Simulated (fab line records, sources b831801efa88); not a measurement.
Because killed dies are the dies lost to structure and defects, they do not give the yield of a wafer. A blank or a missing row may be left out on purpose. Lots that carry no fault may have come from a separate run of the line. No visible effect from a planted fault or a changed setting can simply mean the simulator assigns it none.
Chamber matching + flow sky130 + 4 sister chambers for SKY_VIA1_CMP_24 on cmp-02
The step polishes, stops on SiO2, t overpolish 15 s, target thk 0 nm. 8 wafers are shown with their chamber, then 12 later ones without.

WAFERS, EACH WITH ITS CHAMBER
| wafer  | chamber | motor_current_A (A) | time_to_endpoint_s (s) |
|--------|---------|---------------------|------------------------|
| L087.1 | 2       | 10.3                | 60                     |
| L087.6 | 2       | 11.6                | 59                     |
| L090.1 | 1       | 12.0                | 63                     |
| L089.4 | 3       | 9.7                 | 73                     |
| L089.6 | 0       | 10.4                | 69                     |
| L093.1 | 1       | 12.8                | 64                     |
| L093.4 | 0       | 10.6                | 71                     |
| L093.5 | 3       | 9.3                 | 70                     |

WAFERS WITHOUT THEIR CHAMBER
| wafer  | motor_current_A (A) | time_to_endpoint_s (s) |
|--------|---------------------|------------------------|
| L095.1 | 8.9                 | 67                     |
| L095.3 | 12.1                | 64                     |
| L095.5 | 10.7                | 64                     |
| L094.1 | 12.7                | 62                     |
| L094.3 | 10.8                | 59                     |
| L094.6 | 10.7                | 69                     |
| L096.2 | 9.4                 | 68                     |
| L096.4 | 12.1                | 65                     |
| L096.6 | 9.9                 | 68                     |
| L097.2 | 11.1                | 59                     |
| L097.3 | 11.0                | 67                     |
| L097.6 | 9.2                 | 68                     |

CHAMBER TAKEN BY EACH
| wafer  | from the rows above          | in truth |
|--------|------------------------------|----------|
| L095.1 | can't be placed: 3 or 0      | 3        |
| L095.3 | 1                            | 1        |
| L095.5 | can't be placed: 1 or 2 or 0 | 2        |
| L094.1 | 1                            | 1        |
| L094.3 | 2                            | 2        |
| L094.6 | can't be placed: 0 or 3      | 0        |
| L096.2 | can't be placed: 0 or 3      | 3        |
| L096.4 | 1                            | 1        |
| L096.6 | can't be placed: 0 or 3      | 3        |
| L097.2 | 2                            | 2        |
| L097.3 | can't be placed: 0 or 1 or 3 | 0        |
| L097.6 | can't be placed: 3 or 0      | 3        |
5 of 12 placed correctly. Unplaceable from these rows: 7, with the true chamber sitting among the candidates in 7. Wrongly placed: 0.
How it was worked out, from the rows above alone: a wafer's distance from a chamber is the root of the sum, over the readings, of the square of ((its reading less the chamber's mean) divided by the reading's scatter). The wafer belongs to the nearest chamber; if the next one is less than 2 further off, it can't be placed. The mean given for a chamber averages the wafers shown for that chamber. The scatter: the root of (the sum of the squares of (reading less its chamber's mean) over the shown wafers, divided by (wafers less chambers)).
